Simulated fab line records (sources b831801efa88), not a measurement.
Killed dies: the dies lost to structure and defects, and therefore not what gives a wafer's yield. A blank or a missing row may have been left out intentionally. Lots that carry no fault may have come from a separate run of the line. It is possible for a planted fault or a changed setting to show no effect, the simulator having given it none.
fab line records | flow gf180mcu
record lots=5 wafers=23
route steps=602 shown POLY_GATE@165 HV_LDD@185 PSD@252 SAB@272 SALICIDE@281
start-h: the number of hours between the record's first day and the start of the first shown wafer of the lot | wait-h: how many hours have passed since the lot's step before this one | " same as the row above | L1.1+2: a row that stands for several wafers | - no value present, or no start provided | * or withheld: withheld | < > ~ a bound
route shown NAME@n: a module of which the file shows steps, and the number in the route of the first | usual: the fault-free wafers' mean and standard deviation | same: alike in all rows | chamber/n: place in a boat | sites: the reading at each site | _std_site: their standard deviation | _edge_site: inner sites' mean taken away from outer sites' mean | radius-mm: for every site, how far away it sits from the centre of the wafer | mask NAME#n: copy n | behind: the tool/chamber that last shaped the wafer | hold: what put the lot on hold/how long, in hours/how the hold closed | device: the transistor (n, p or np) that didn't switch | end of line: the route-end tests of the same wafers | a step with no rows: only its recipe | killed: count of dies lost to structure and defects at first sort (not the wafer's yield) | map: shows each die of a wafer: x if killed, . if not, _ if none is there
set.NAME: the run value of the setting; set.NAME@STEP: its run value at that earlier step | model.NAME: the simulator's own value behind a step, which no gauge read
lots run with intentionally changed settings; tables by step, rows by wafer
## steps
# step GF_POLY_GATE_PEB_08
# recipe peb-temp-c=135 peb-time-s=90 resist=KrF
# columns lot.wafer tool chamber start-h wait-h set.peb-temp-c
L074.1+2+4+5+6 litho-track-02 0 - - 135
L075.1+5+6 litho-track-01 0 - - 135
L078.1+3+5 litho-track-01 0 - - 135
L078.4+6 " 0 " " 138.5
L079.1+3+4+5+6 litho-track-02 0 - - 135
L085.1+5 litho-track-02 0 - - 136.7
L085.3+4+6 " 0 " " 135
# step GF_POLY_GATE_DEVELOP_09
# recipe develop-time-s=60 resist=KrF dev-temp-c=21
# step GF_POLY_GATE_CD_MEAS_10
# recipe target-cd-nm=280
# usual cd-nm=280.2/1.1
# columns lot.wafer tool chamber start-h wait-h set.peb-temp-c@POLY_GATE_PEB_08 cd-nm
L074.1 cd-sem-01 - 188.74 0.1 135 280.4
L074.2 " - " " 135 279.9
L074.4 " - " " 135 279.0
L074.5 " - " " 135 279.9
L074.6 " - " " 135 280.7
L075.1 cd-sem-01 - 197.77 0.1 135 279.7
L075.5 " - " " 135 280.8
L075.6 " - " " 135 280.1
L078.1 cd-sem-01 - 235.52 0.1 135 282.0
L078.3 " - " " 135 282.5
L078.4 " - " " 138.5 273.6
L078.5 " - " " 135 280.2
L078.6 " - " " 138.5 272.6
L079.1 cd-sem-01 - 238.24 0.1 135 280.1
L079.3 " - " " 135 279.9
L079.4 " - " " 135 280.5
L079.5 " - " " 135 280.4
L079.6 " - " " 135 279.5
L085.1 cd-sem-02 - 279.33 0.1 136.7 276.2
L085.3 " - " " 135 280.8
L085.4 " - " " 135 281.6
L085.5 " - " " 136.7 275.9
L085.6 " - " " 135 280.7
# step GF_POLY_GATE_ETCH_12
# recipe chemistry=N2/H2 target-depth-a=withheld overetch-a=withheld time-s=withheld target=BARC ion-energy-ev=200 source-w=500 bias-w=100 pressure-mtorr=30 n2-flow-sccm=100 h2-flow-sccm=200
# columns lot.wafer tool chamber start-h wait-h set.source-w set.peb-temp-c@POLY_GATE_PEB_08 model.POLY_GATE.cd-nm
L074.1 rie-diel-02 1 188.89 0.0 500 135 279.5
L074.2 " 3 " " 461.7 135 278.6
L074.4 " 2 " " 461.7 135 279.8
L074.5 " 3 " " 500 135 278.8
L074.6 " 2 " " 461.7 135 282
L075.1 rie-diel-01 0 197.93 0.0 500 135 279.4
L075.5+6 " 1,2 " " 500 135 280.7
L078.1 rie-diel-04 3 235.68 0.0 457.6 135 283.4
L078.3 " 0 " " 457.6 135 282.5
L078.4 " 2 " " 500 138.5 273.5
L078.5 " 0 " " 500 135 279
L078.6 " 1 " " 457.6 138.5 274.5
L079.1 rie-diel-02 1 238.39 0.0 500 135 280.1
L079.3 " 0 " " 500 135 280.3
L079.4 " 3 " " 500 135 279.9
L079.5 " 2 " " 526.9 135 280.6
L079.6 " 3 " " 526.9 135 278.5
L085.1 rie-diel-01 1 279.49 0.0 500 136.7 275.8
L085.3 " 0 " " 554.1 135 279.2
L085.4 " 2 " " 500 135 281.2
L085.5 " 1 " " 554.1 136.7 274.7
L085.6 " 2 " " 500 135 280.3
# step GF_POLY_GATE_OXIDATION_16
# recipe temp-c=850 ambient=O2 stabilise-s=600 purge-s=300 target-thk-a=40 ox-time-s=899
# columns lot.wafer tool chamber start-h wait-h set.temp-c model.SiO2_of_POLY_GATE_OXIDATION_16.thk-nm
L074.1 - - - 0.0 846 3.666
L074.2 " - " " 846 3.78
L074.4 " - " " 846 3.741
L074.5 " - " " 846 3.738
L074.6 " - " " 846 3.708
L075.1 furnace-02 0 198.30 0.1 850 4.03
L075.5 " 0 " " 850 4.026
L075.6 " 0 " " 850 4.071
L078.1 - - - 2.1 846.1 3.7
L078.3 " - " " 846.1 3.71
L078.4 " - " " 846.1 3.682
L078.5 " - " " 846.1 3.689
L078.6 " - " " 846.1 3.673
L079.1 - - - 2.2 850 3.965
L079.3 " - " " 850 3.958
L079.4 " - " " 850 3.903
L079.5 " - " " 850 3.966
L079.6 " - " " 850 3.938
L085.1 - - - 3.7 843.4 3.662
L085.3 " - " " 843.4 3.711
L085.4 " - " " 843.4 3.619
L085.5 " - " " 843.4 3.664
L085.6 " - " " 843.4 3.699
# step GF_HV_LDD_IMPLANT_09
# recipe species=As energy-kev=40 dose-cm2=1e+14 tilt-deg=7
# columns lot.wafer tool chamber start-h wait-h set.dose-cm2
L074.1+2+4 implanter-02 0 207.78 0.0 1.148e+14
L074.5+6 " 0 " " 1e+14
L075.1+5+6 implanter-01 0 216.92 0.0 1e+14
L078.1+5+6 implanter-02 0 257.15 0.0 1e+14
L078.3+4 " 0 " " 9.001e+13
L079.1+5+6 implanter-02 0 260.72 0.0 1e+14
L079.3+4 " 0 " " 9.004e+13
L085.1+3+4+5+6 implanter-03 0 305.04 0.0 1e+14
# step GF_HV_LDD_STRIP_10
# recipe chemistry=O2/N2 power-w=1400 pressure-mtorr=1500 platen-temp-c=250 o2-flow-sccm=3000 n2-flow-sccm=300 overash-fraction=0.5
# step GF_HV_LDD_TW_MEAS_11
# usual HV_LDD_TW=2416/33
# columns lot.wafer tool chamber start-h wait-h set.dose-cm2@HV_LDD_IMPLANT_09 HV_LDD_TW
L074.1 film-metro-02 - 208.03 0.1 1.148e+14 2451
L074.2 " - " " 1.148e+14 2447
L074.4 " - " " 1.148e+14 2465
L074.5 " - " " 1e+14 2367
L074.6 " - " " 1e+14 2364
L075.1 film-metro-03 - 217.17 0.1 1e+14 2424
L075.5 " - " " 1e+14 2439
L075.6 " - " " 1e+14 2439
L078.1 film-metro-03 - 257.40 0.1 1e+14 2452
L078.3 " - " " 9.001e+13 2365
L078.4 " - " " 9.001e+13 2375
L078.5 " - " " 1e+14 2442
L078.6 " - " " 1e+14 2441
L079.1 film-metro-04 - 260.97 0.1 1e+14 2431
L079.3 " - " " 9.004e+13 2360
L079.4 " - " " 9.004e+13 2364
L079.5 " - " " 1e+14 2438
L079.6 " - " " 1e+14 2433
L085.1 film-metro-04 - 305.29 0.1 1e+14 2410
L085.3 " - " " 1e+14 2416
L085.4 " - " " 1e+14 2406
L085.5 " - " " 1e+14 2407
L085.6 " - " " 1e+14 2399
# step GF_HV_LDD_DEVELOP_30
# recipe develop-time-s=60 dev-temp-c=23
# columns lot.wafer tool chamber start-h wait-h set.dev-temp-c model.HV_LDD.cd-nm
L074.1 litho-track-03 0 243.26 0.1 23 400.9
L074.2 " 0 " " 23 399.5
L074.4 " 0 " " 24.27 395.6
L074.5 " 0 " " 24.27 393.4
L074.6 " 0 " " 23 399.8
L075.1 litho-track-01 0 253.52 0.1 23 401.8
L075.5 " 0 " " 23 402.9
L075.6 " 0 " " 23 403.8
L078.1 litho-track-01 0 295.77 0.1 26.25 388.9
L078.3 " 0 " " 23 399.2
L078.4 " 0 " " 23 401.1
L078.5 " 0 " " 23 401.5
L078.6 " 0 " " 26.25 388.4
L079.1 litho-track-03 0 298.96 0.1 23 400.9
L079.3 " 0 " " 23 400.5
L079.4 " 0 " " 23 401.5
L079.5 " 0 " " 23 400.3
L079.6 " 0 " " 23 400.7
L085.1 litho-track-01 0 347.12 0.1 26.37 386.9
L085.3 " 0 " " 26.37 387.8
L085.4 " 0 " " 26.37 387.4
L085.5 " 0 " " 23 400.3
L085.6 " 0 " " 23 398.5
# step GF_HV_LDD_CD_MEAS_31
# recipe target-cd-nm=400
# usual cd-nm=399.8/1.9
# columns lot.wafer tool chamber start-h wait-h set.dev-temp-c@HV_LDD_DEVELOP_30 cd-nm
L074.1 cd-sem-02 - 243.41 0.1 23 399.3
L074.2 " - " " 23 401.7
L074.4 " - " " 24.27 395.5
L074.5 " - " " 24.27 393.5
L074.6 " - " " 23 400.2
L075.1 cd-sem-01 - 253.67 0.1 23 399.8
L075.5 " - " " 23 398.3
L075.6 " - " " 23 398.1
L078.1 cd-sem-02 - 295.92 0.1 26.25 388.9
L078.3 " - " " 23 399.9
L078.4 " - " " 23 398.4
L078.5 " - " " 23 398.5
L078.6 " - " " 26.25 388.7
L079.1 cd-sem-01 - 299.11 0.1 23 401.8
L079.3 " - " " 23 400.8
L079.4 " - " " 23 400.8
L079.5 " - " " 23 401.3
L079.6 " - " " 23 400.5
L085.1 cd-sem-01 - 347.27 0.1 26.37 386.9
L085.3 " - " " 26.37 388.0
L085.4 " - " " 26.37 387.2
L085.5 " - " " 23 399.3
L085.6 " - " " 23 401.1
# step GF_HV_LDD_COAT_41
# recipe resist=NOVOLAK spin-rpm=3000 resist-thk-nm=1000
# columns lot.wafer tool chamber start-h wait-h set.resist-thk-nm model.NOVOLAK_of_HV_LDD_COAT_41.thk-nm
L074.1 litho-track-03 0 253.31 0.1 971.3 967.4
L074.2 " 0 " " 1000 996.6
L074.4 " 0 " " 1000 995.9
L074.5 " 0 " " 1000 995.5
L074.6 " 0 " " 971.3 967.2
L075.1 litho-track-04 0 263.59 0.1 1000 997.9
L075.5 " 0 " " 1000 997.1
L075.6 " 0 " " 1000 995.3
L078.1 litho-track-04 0 306.19 0.1 1000 1001
L078.3+4 " 0 " " 1000 1000
L078.5 " 0 " " 1000 999.7
L078.6 " 0 " " 1000 999.2
L079.1+4 litho-track-01 0 309.87 0.1 1000 1001
L079.3+5 " 0 " " 1018 1020
L079.6 " 0 " " 1018 1018
L085.1 litho-track-04 0 358.34 0.1 1000 1001
L085.3 " 0 " " 962.8 966.3
L085.4 " 0 " " 1000 1005
L085.5 " 0 " " 962.8 965.6
L085.6 " 0 " " 962.8 967
# step GF_HV_LDD_IMPLANT_48
# recipe species=B energy-kev=25 dose-cm2=3e+13 tilt-deg=7
# columns lot.wafer tool chamber start-h wait-h set.energy-kev model.implant.rp-nm model.implant.drp-nm
L074.1+2+5 implanter-03 0 263.02 0.0 25.84 88.84 37.02
L074.4+6 " 0 " " 25 86 35.62
L075.1+5+6 implanter-01 0 273.67 0.0 25 82.94 35.62
L078.1+3+4+5+6 implanter-02 0 317.42 0.0 25 81.8 35.62
L079.1+3+4+5+6 implanter-03 0 321.12 0.0 25 84.21 35.62
L085.1+5+6 implanter-03 0 369.99 0.0 25 81.52 35.62
L085.3+4 " 0 " " 25.78 84.03 36.92
# step GF_HV_LDD_STRIP_49
# recipe chemistry=O2/N2 power-w=1400 pressure-mtorr=1500 platen-temp-c=250 o2-flow-sccm=3000 n2-flow-sccm=300 overash-fraction=0.5
# usual strip-time-to-endpoint-s=12.62/0.038
# columns lot.wafer tool chamber start-h wait-h set.resist-thk-nm@HV_LDD_COAT_41 strip-time-to-endpoint-s
L074.1 plasma-asher-03 0 263.17 0.1 971.3 12.25
L074.2 " 1 " " 1000 12.58
L074.4 " 0 " " 1000 12.57
L074.5 " 0 " " 1000 12.59
L074.6 " 1 " " 971.3 12.25
L075.1 plasma-asher-01 0 273.82 0.1 1000 12.60
L075.5 " 0 " " 1000 12.61
L075.6 " 1 " " 1000 12.57
L078.1 plasma-asher-01 0 317.57 0.1 1000 12.64
L078.3 " 1 " " 1000 12.64
L078.4 " 0 " " 1000 12.63
L078.5 " 0 " " 1000 12.64
L078.6 " 1 " " 1000 12.62
L079.1 plasma-asher-01 0 321.27 0.1 1000 12.63
L079.3 " 1 " " 1018 12.79
L079.4 " 0 " " 1000 12.65
L079.5 " 1 " " 1018 12.79
L079.6 " 0 " " 1018 12.77
L085.1 plasma-asher-01 1 370.14 0.1 1000 12.63
L085.3 " 1 " " 962.8 12.25
L085.4 " 0 " " 1000 12.70
L085.5 " 0 " " 962.8 12.24
L085.6 " 1 " " 962.8 12.25
# step GF_HV_LDD_CLEAN_51
# recipe chemistry=SC1/SC2 mix=1:4:20 temp-c=70 time-s=150 dry=n2-spin
# step GF_HV_LDD_RTA_52
# recipe temp-c=1000 time-s=10 ambient=N2
# step GF_HV_LDD_RS_MEAS_53
# recipe thk-meas-gauge=four-point-probe
# usual HV_LDD_RS=417.1/1.2
# columns lot.wafer tool chamber start-h wait-h set.dose-cm2@HV_LDD_IMPLANT_09 HV_LDD_RS[ohm/sq]
L074.1 film-metro-03 - 263.45 0.1 1.148e+14 392.4
L074.2 " - " " 1.148e+14 390.7
L074.4 " - " " 1.148e+14 391.3
L074.5 " - " " 1e+14 418.2
L074.6 " - " " 1e+14 416.4
L075.1 film-metro-04 - 274.10 0.1 1e+14 417.0
L075.5 " - " " 1e+14 416.5
L075.6 " - " " 1e+14 416.4
L078.1 film-metro-04 - 317.84 0.1 1e+14 415.7
L078.3 " - " " 9.001e+13 435.1
L078.4 " - " " 9.001e+13 434.2
L078.5 " - " " 1e+14 415.2
L078.6 " - " " 1e+14 415.7
L079.1 film-metro-04 - 321.56 0.1 1e+14 416.5
L079.3 " - " " 9.004e+13 435.9
L079.4 " - " " 9.004e+13 436.1
L079.5 " - " " 1e+14 415.8
L079.6 " - " " 1e+14 415.2
L085.1 film-metro-02 - 370.42 0.1 1e+14 419.4
L085.3 " - " " 1e+14 417.7
L085.4 " - " " 1e+14 418.4
L085.5 " - " " 1e+14 418.3
L085.6 " - " " 1e+14 418.8
# step GF_PSD_EXPOSE_04
# recipe mask-id=Pplus target-cd-nm=400 na=0.6 source-shape=conventional sigma-outer=0.6 dose-mj=140
# columns lot.wafer tool chamber start-h wait-h mask set.dose-mj
L074.1+4+6 iline-stepper-01 0 - - Pplus#0 143.2
L074.2+5 " 0 " " Pplus#0 140
L075.1+5+6 iline-stepper-02 0 - - Pplus#0 140
L078.1+3+4+5+6 iline-stepper-02 0 - - Pplus#0 140
L079.1+6 iline-stepper-01 0 - - Pplus#0 149.4
L079.3+4+5 " 0 " " Pplus#0 140
L085.1+6 iline-stepper-01 0 - - Pplus#0 131
L085.3+4+5 " 0 " " Pplus#0 140
# step GF_PSD_PEB_05
# recipe temp-c=withheld time-s=* resist=NOVOLAK
# step GF_PSD_DEVELOP_06
# recipe develop-time-s=60 dev-temp-c=23
# step GF_PSD_CD_MEAS_07
# recipe target-cd-nm=400
# usual cd-nm=400.9/2.2
# columns lot.wafer tool chamber start-h wait-h set.dose-mj@PSD_EXPOSE_04 cd-nm
L074.1 cd-sem-01 - 305.57 0.1 143.2 407.4
L074.2 " - " " 140 399.8
L074.4 " - " " 143.2 408.8
L074.5 " - " " 140 399.2
L074.6 " - " " 143.2 408.2
L075.1 cd-sem-02 - 317.59 0.1 140 400.5
L075.5 " - " " 140 402.0
L075.6 " - " " 140 402.9
L078.1 cd-sem-02 - 363.37 0.1 140 399.8
L078.3 " - " " 140 400.6
L078.4 " - " " 140 400.6
L078.5 " - " " 140 399.8
L078.6 " - " " 140 397.8
L079.1 cd-sem-01 - 367.27 0.1 149.4 417.7
L079.3 " - " " 140 399.7
L079.4 " - " " 140 399.9
L079.5 " - " " 140 399.2
L079.6 " - " " 149.4 418.0
L085.1 cd-sem-02 - 418.53 0.1 131 381.1
L085.3 " - " " 140 399.8
L085.4 " - " " 140 399.2
L085.5 " - " " 140 400.0
L085.6 " - " " 131 379.8
# step GF_SAB_DEVELOP_08
# recipe develop-time-s=60 dev-temp-c=23
# columns lot.wafer tool chamber start-h wait-h set.develop-time-s
L074.1+4+5 litho-track-02 0 327.23 0.1 60
L074.2+6 " 0 " " 52.61
L075.1+5+6 litho-track-01 0 338.57 0.1 60
L078.1+3+4+5+6 litho-track-02 0 386.43 0.1 60
L079.1+5 litho-track-01 0 390.32 0.1 60
L079.3+4+6 " 0 " " 56.91
L085.1+3 litho-track-02 0 442.68 0.1 60
L085.4+5+6 " 0 " " 63.69
# step GF_SAB_CD_MEAS_09
# recipe target-cd-nm=420
# usual cd-nm=419.3/1.9
# columns lot.wafer tool chamber start-h wait-h set.develop-time-s@SAB_DEVELOP_08 cd-nm
L074.1 cd-sem-02 - 327.38 0.1 60 420.9
L074.2 " - " " 52.61 433.5
L074.4 " - " " 60 420.1
L074.5 " - " " 60 420.3
L074.6 " - " " 52.61 431.9
L075.1 cd-sem-02 - 338.72 0.1 60 418.3
L075.5 " - " " 60 419.8
L075.6 " - " " 60 415.3
L078.1 cd-sem-01 - 386.58 0.1 60 415.5
L078.3 " - " " 60 412.8
L078.4 " - " " 60 418.2
L078.5 " - " " 60 416.0
L078.6 " - " " 60 417.1
L079.1 cd-sem-01 - 390.47 0.1 60 419.4
L079.3 " - " " 56.91 424.0
L079.4 " - " " 56.91 426.0
L079.5 " - " " 60 418.2
L079.6 " - " " 56.91 420.2
L085.1 cd-sem-02 - 442.83 0.1 60 417.5
L085.3 " - " " 60 417.9
L085.4 " - " " 63.69 413.3
L085.5 " - " " 63.69 414.5
L085.6 " - " " 63.69 413.6
# step GF_SAB_ETCH_11
# recipe chemistry=C4F8/O2/Ar mask-material=NOVOLAK target=SiO2 target-depth-nm=55 source-w=1448 bias-w=1200 pressure-mtorr=40 c4f8-flow-sccm=withheld O2_flow_sccm=6 Ar_flow_sccm=300 time-s=8.5
# columns lot.wafer tool chamber start-h wait-h set.develop-time-s@SAB_DEVELOP_08 model.SAB.cd-nm
L074.1 rie-diel-03 2 327.54 0.0 60 421.1
L074.2 " 3 " " 52.61 434.1
L074.4 " 0 " " 60 420.5
L074.5 " 1 " " 60 420.9
L074.6 " 2 " " 52.61 432.4
L075.1 rie-diel-03 1 338.87 0.0 60 419.1
L075.5 " 1 " " 60 420
L075.6 " 2 " " 60 415.8
L078.1 rie-diel-03 2 386.74 0.0 60 416
L078.3 " 0 " " 60 412.9
L078.4 " 1 " " 60 418.5
L078.5 " 3 " " 60 416.4
L078.6 " 2 " " 60 417.3
L079.1 rie-diel-03 0 390.62 0.0 60 419.6
L079.3 " 1 " " 56.91 424.7
L079.4 " 2 " " 56.91 426.4
L079.5 " 0 " " 60 418.5
L079.6 " 1 " " 56.91 420.5
L085.1 rie-diel-02 0 442.99 0.0 60 417.6
L085.3 " 1 " " 60 417.8
L085.4 " 2 " " 63.69 413.3
L085.5+6 " 1,2 " " 63.69 413.9
# step GF_SALICIDE_SPUTTER_03
# recipe material=TiN target-thk-nm=20 power-w=6500 time-s=16.7 chamber-pressure-pa=0.4
# columns lot.wafer tool chamber start-h wait-h set.power-w model.TiN_of_SALICIDE_SPUTTER_03.thk-nm
L074.1 pvd-sputter-04 - 327.93 0.0 6500 20.52
L074.2 " - " " 5937 18.59
L074.4 " - " " 5937 18.63
L074.5 " - " " 6500 20.46
L074.6 " - " " 6500 19.95
L075.1 pvd-sputter-02 - 339.24 0.0 6500 19.82
L075.5 " - " " 6500 19.61
L075.6 " - " " 6500 20.02
L078.1 pvd-sputter-02 - 387.11 0.0 6238 19.48
L078.3 " - " " 6500 20.19
L078.4 " - " " 6238 19.53
L078.5 " - " " 6500 20.17
L078.6 " - " " 6500 20.02
L079.1 pvd-sputter-02 - 390.99 0.0 5977 18.25
L079.3 " - " " 6500 20
L079.4 " - " " 5977 18.46
L079.5 " - " " 5977 18.29
L079.6 " - " " 6500 20.03
L085.1 pvd-sputter-04 - 443.36 0.0 6500 20.24
L085.3 " - " " 6500 20.31
L085.4 " - " " 6500 20.02
L085.5 " - " " 6087 18.83
L085.6 " - " " 6087 18.85
# step GF_SALICIDE_THK_MEAS_05
# recipe thk-meas-gauge=xrf reads=TiN_of_SALICIDE_SPUTTER_03
# usual SALICIDE_TIN_THK=20.23/0.26
# columns lot.wafer tool chamber start-h wait-h set.power-w@SALICIDE_SPUTTER_03 SALICIDE_TIN_THK[nm]
L074.1 film-metro-03 - 328.07 0.1 6500 20.68
L074.2 " - " " 5937 18.68
L074.4 " - " " 5937 18.74
L074.5 " - " " 6500 20.58
L074.6 " - " " 6500 20.00
L075.1 film-metro-03 - 339.39 0.1 6500 19.93
L075.5 " - " " 6500 19.73
L075.6 " - " " 6500 20.10
L078.1 film-metro-01 - 387.26 0.1 6238 19.62
L078.3 " - " " 6500 20.40
L078.4 " - " " 6238 19.66
L078.5 " - " " 6500 20.37
L078.6 " - " " 6500 20.11
L079.1 film-metro-04 - 391.14 0.1 5977 18.43
L079.3 " - " " 6500 20.14
L079.4 " - " " 5977 18.78
L079.5 " - " " 5977 18.55
L079.6 " - " " 6500 20.31
L085.1 film-metro-01 - 443.50 0.1 6500 20.35
L085.3 " - " " 6500 20.33
L085.4 " - " " 6500 20.16
L085.5 " - " " 6087 18.97
L085.6 " - " " 6087 18.92
## key
split step=GF_POLY_GATE_PEB_08 setting=peb-temp-c stated=135 by=wafer
response step=GF_POLY_GATE_CD_MEAS_10 reading=cd-nm change=-3.39 per=1% r=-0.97
response step=GF_POLY_GATE_ETCH_12 reading=model.POLY_GATE.cd-nm change=-3.14 per=1% r=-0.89
split step=GF_POLY_GATE_ETCH_12 setting=source-w stated=500 by=wafer
response none clear
split step=GF_POLY_GATE_OXIDATION_16 setting=temp-c stated=850 by=lot
response step=GF_POLY_GATE_OXIDATION_16 reading=model.SiO2_of_POLY_GATE_OXIDATION_16.thk-nm change=+0.441 per=1% r=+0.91
split step=GF_HV_LDD_IMPLANT_09 setting=dose-cm2 stated=1e+14 by=wafer
response step=GF_HV_LDD_TW_MEAS_11 reading=HV_LDD_TW change=+6.67 per=1% r=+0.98
response step=GF_HV_LDD_RS_MEAS_53 reading=HV_LDD_RS change=-1.85 per=1% r=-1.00
split step=GF_HV_LDD_DEVELOP_30 setting=dev-temp-c stated=23 by=wafer
response step=GF_HV_LDD_DEVELOP_30 reading=model.HV_LDD.cd-nm change=-0.845 per=1% r=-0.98
response step=GF_HV_LDD_CD_MEAS_31 reading=cd-nm change=-0.818 per=1% r=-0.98
split step=GF_HV_LDD_COAT_41 setting=resist-thk-nm stated=1000 by=wafer
response step=GF_HV_LDD_COAT_41 reading=model.NOVOLAK_of_HV_LDD_COAT_41.thk-nm change=+9.91 per=1% r=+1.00
response step=GF_HV_LDD_STRIP_49 reading=strip-time-to-endpoint-s change=* per=1% r=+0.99
split step=GF_HV_LDD_IMPLANT_48 setting=energy-kev stated=25 by=wafer
response step=GF_HV_LDD_IMPLANT_48 reading=model.implant.rp-nm change=+0.827 per=1% r=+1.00
response step=GF_HV_LDD_IMPLANT_48 reading=model.implant.drp-nm change=+0.417 per=1% r=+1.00
split step=GF_PSD_EXPOSE_04 setting=dose-mj stated=140 by=wafer
response step=GF_PSD_CD_MEAS_07 reading=cd-nm change=+2.9 per=1% r=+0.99
split step=GF_SAB_DEVELOP_08 setting=develop-time-s stated=60 by=wafer
response step=GF_SAB_CD_MEAS_09 reading=cd-nm change=-0.92 per=1% r=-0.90
response step=GF_SAB_ETCH_11 reading=model.SAB.cd-nm change=-0.933 per=1% r=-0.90
split step=GF_SALICIDE_SPUTTER_03 setting=power-w stated=6500 by=wafer
response step=GF_SALICIDE_SPUTTER_03 reading=model.TiN_of_SALICIDE_SPUTTER_03.thk-nm change=+0.2 per=1% r=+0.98
response step=GF_SALICIDE_THK_MEAS_05 reading=SALICIDE_TIN_THK change=+0.199 per=1% r=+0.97
